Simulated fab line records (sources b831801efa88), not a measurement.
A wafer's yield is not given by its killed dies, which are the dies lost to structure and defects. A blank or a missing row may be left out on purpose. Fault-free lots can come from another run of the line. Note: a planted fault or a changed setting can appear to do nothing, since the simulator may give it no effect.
What tool caused it? | flow gf180mcu | 45 wafers from 15 lots sampled at 6 of the route's 602 steps

WHAT EACH GAUGE READ, for each wafer
GF_STI_CD_MEAS_12: target cd 220 nm.
lot  | measured    | on        | cd-nm (nm)
L439 | day 2 10:54 | cd-sem-02 | 220.0 219.3 221.3
L440 | day 2 17:21 | cd-sem-01 | 219.6 219.0 219.5
L441 | day 2 21:50 | cd-sem-02 | 222.1 220.8 221.9
L442 | day 3 03:19 | cd-sem-01 | 221.0 220.5 219.9
L444 | day 3 14:56 | cd-sem-01 | 220.2 221.7 221.0
L445 | day 3 18:53 | cd-sem-02 | 221.6 220.2 220.2
L448 | day 4 09:46 | cd-sem-02 | 219.8 219.1 219.8
L450 | day 4 21:10 | cd-sem-01 | 219.4 218.4 218.7
L451 | day 5 02:06 | cd-sem-01 | 219.1 217.2 218.8
L452 | day 5 08:50 | cd-sem-02 | 219.8 219.4 221.0
L453 | day 5 11:41 | cd-sem-02 | 222.8 223.0 222.8
L456 | day 6 03:23 | cd-sem-02 | 221.3 220.6 221.3
L458 | day 6 13:47 | cd-sem-02 | 219.8 220.6 220.8
L459 | day 6 19:51 | cd-sem-01 | 220.0 218.1 219.3
L460 | day 7 00:36 | cd-sem-02 | 220.6 219.1 219.6

GF_HV_LDD_TW_MEAS_11.
lot  | measured     | on            | HV_LDD_TW
L439 | day 10 16:12 | film-metro-01 | 2393 2397 2409
L440 | day 11 02:38 | film-metro-01 | 2409 2422 2414
L441 | day 11 07:50 | film-metro-04 | 2420 2421 2416
L442 | day 11 20:12 | film-metro-01 | 2408 2416 2397
L444 | day 12 16:31 | film-metro-04 | 2418 2419 2416
L445 | day 12 22:55 | film-metro-04 | 2431 2438 2433
L448 | day 13 09:32 | film-metro-04 | 2417 2423 2423
L450 | day 14 06:32 | film-metro-04 | 30 30 30
L451 | day 14 14:47 | film-metro-04 | 30 30 30
L452 | day 14 19:59 | film-metro-01 | 30 30 30
L453 | day 15 04:32 | film-metro-03 | 2415 2411 2416
L456 | day 16 01:15 | film-metro-01 | 2410 2398 2412
L458 | day 16 17:44 | film-metro-04 | 2411 2415 2420
L459 | day 16 22:30 | film-metro-01 | 2410 2412 2398
L460 | day 17 04:35 | film-metro-03 | 2444 2437 2441

GF_HV_LDD_RS_MEAS_53: measures by four-point-probe.
lot  | measured     | on            | HV_LDD_RS (ohm/sq)
L439 | day 13 03:38 | film-metro-04 | 419.1 418.7 419.3
L440 | day 13 14:34 | film-metro-04 | 418.8 418.2 418.1
L441 | day 13 20:00 | film-metro-01 | 418.9 419.9 419.6
L442 | day 14 09:02 | film-metro-01 | 418.2 419.5 418.7
L444 | day 15 07:58 | film-metro-01 | 417.3 418.1 417.6
L445 | day 15 14:35 | film-metro-03 | 417.9 417.9 417.3
L448 | day 16 02:43 | film-metro-01 | 417.9 417.5 418.5
L450 | day 17 01:42 | film-metro-04 | 882.0 882.6 881.9
L451 | day 17 10:56 | film-metro-01 | 880.0 881.9 881.3
L452 | day 17 17:10 | film-metro-01 | 878.5 878.3 880.9
L453 | day 18 02:51 | film-metro-04 | 418.4 418.3 418.0
L456 | day 19 01:22 | film-metro-04 | 420.5 419.2 418.3
L458 | day 19 21:50 | film-metro-04 | 418.1 417.9 418.5
L459 | day 20 01:16 | film-metro-03 | 420.0 419.5 420.3
L460 | day 20 07:38 | film-metro-03 | 417.3 417.7 416.3

GF_PSD_TW_MEAS_11.
lot  | measured     | on            | PSD_TW
L439 | day 15 01:42 | film-metro-02 | 3145 3161 3173
L440 | day 15 12:42 | film-metro-03 | 3199 3183 3169
L441 | day 15 18:38 | film-metro-03 | 3205 3187 3185
L442 | day 16 09:00 | film-metro-03 | 3167 3175 3179
L444 | day 17 08:44 | film-metro-04 | 3187 3197 3181
L445 | day 17 16:07 | film-metro-03 | 3219 3213 3217
L448 | day 18 07:00 | film-metro-04 | 3193 3186 3176
L453 | day 20 07:44 | film-metro-03 | 3202 3225 3203
L456 | day 21 07:31 | film-metro-02 | 3154 3161 3179
L458 | day 22 03:41 | film-metro-02 | 3183 3180 3163
L459 | day 22 05:23 | film-metro-03 | 3207 3218 3203
L460 | day 22 10:56 | film-metro-02 | 3173 3167 3167

GF_CONTACT_THK_MEAS_03.
lot  | measured     | on            | CONTACT_CVD_02_THK (nm)
L439 | day 16 01:28 | film-metro-03 | 864 841 861
L440 | day 16 13:13 | film-metro-03 | 852 857 857
L441 | day 16 18:41 | film-metro-03 | 842 852 857
L442 | day 17 09:27 | film-metro-04 | 863 864 880
L444 | day 18 10:35 | film-metro-03 | 855 856 853
L445 | day 18 18:13 | film-metro-01 | 864 875 862
L448 | day 19 09:02 | film-metro-04 | 856 873 858
L453 | day 21 08:55 | film-metro-01 | 847 866 869
L456 | day 22 08:37 | film-metro-03 | 889 882 863
L458 | day 23 04:52 | film-metro-04 | 890 853 886
L459 | day 23 06:25 | film-metro-04 | 860 855 874
L460 | day 23 12:25 | film-metro-01 | 863 864 886

WHICH TOOL RAN EACH LOT (tool, then ch and the chambers of the sampled wafers, then the start)
lot  | GF_HV_LDD_IMPLANT_09
L439 | implanter-01 ch 0, day 10 15:58
L440 | implanter-02 ch 0, day 11 02:25
L441 | implanter-03 ch 0, day 11 07:35
L442 | implanter-03 ch 0, day 11 19:59
L444 | implanter-03 ch 0, day 12 16:16
L445 | implanter-01 ch 0, day 12 22:43
L448 | implanter-01 ch 0, day 13 09:19
L450 | implanter-03, day 14 06:17
L451 | implanter-03, day 14 14:33
L452 | implanter-01, day 14 19:44
L453 | implanter-01 ch 0, day 15 04:17
L456 | implanter-03 ch 0, day 16 01:03
L458 | implanter-01 ch 0, day 16 17:30
L459 | implanter-01 ch 0, day 16 22:16
L460 | implanter-01 ch 0, day 17 04:21
- GF_HV_LDD_IMPLANT_09

AS READ BY THE TOOLS THEMSELVES (means over the sampled wafers that have a number; for cases with no such wafer, the mark the record gives instead)
GF_HV_LDD_IMPLANT_09.
lot  | tool         | beam-energy-keV | beam-on-s (s) | end-station-pressure-torr (Torr)
L439 | implanter-01 | 40.021          | 9.90          | 5.32e-06
L440 | implanter-02 | 39.970          | 10.08         | 5.18e-06
L441 | implanter-03 | 40.034          | 10.08         | 5.28e-06
L442 | implanter-03 | 40.000          | 10.01         | 5.37e-06
L444 | implanter-03 | 40.014          | 9.94          | 5.24e-06
L445 | implanter-01 | 40.021          | 10.21         | 5.47e-06
L448 | implanter-01 | 39.995          | 9.69          | 5.48e-06
L450 | implanter-03 | -               | -             | -
L451 | implanter-03 | -               | -             | -
L452 | implanter-01 | -               | -             | -
L453 | implanter-01 | 40.006          | 9.98          | 5.56e-06
L456 | implanter-03 | 39.993          | 9.94          | 5.73e-06
L458 | implanter-01 | 40.009          | 9.96          | 5.52e-06
L459 | implanter-01 | 40.009          | 10.16         | 5.51e-06
L460 | implanter-01 | 39.997          | 10.06         | 5.54e-06

THE ANSWER, worked out from the rows above alone
Rule: usual is defined by the lots themselves. Put in order of their means at a reading, lots are off if they are a third of the lots or fewer, leave a main group of 4 or more, and stand apart from it by a gap of 3 or more times the standard deviation of the main group's means; of several such gaps the widest counts. A main group whose means are all the same, to the digits that the tables above print for the reading, isn't used. A lot without any number at a reading at which 4 lots or more have one is off too. Any other lot the step has rows for is counted as sound. Order of review: gauges by route order, followed by the tools' own readings, for which a lot's mean as printed above is used. The first step at which some lot is off is used, and at that step the reading that is off furthest; a lot without a number counts as furthest.
Off: L450, L451, L452, seen at GF_HV_LDD_TW_MEAS_11 (HV_LDD_TW). The main group: mean 2416, standard deviation 11.
If a tool, at a process step before that reading, ran all the lots that are off and no sound lot after the first of them, it fits. The gauges at GF_HV_LDD_TW_MEAS_11 aren't tried: what is off there is off at GF_HV_LDD_IMPLANT_09 too, on other tools, and a gauge's error can't cause that. None of those tried fits.

WHAT THE SIMULATOR HAD PUT IN
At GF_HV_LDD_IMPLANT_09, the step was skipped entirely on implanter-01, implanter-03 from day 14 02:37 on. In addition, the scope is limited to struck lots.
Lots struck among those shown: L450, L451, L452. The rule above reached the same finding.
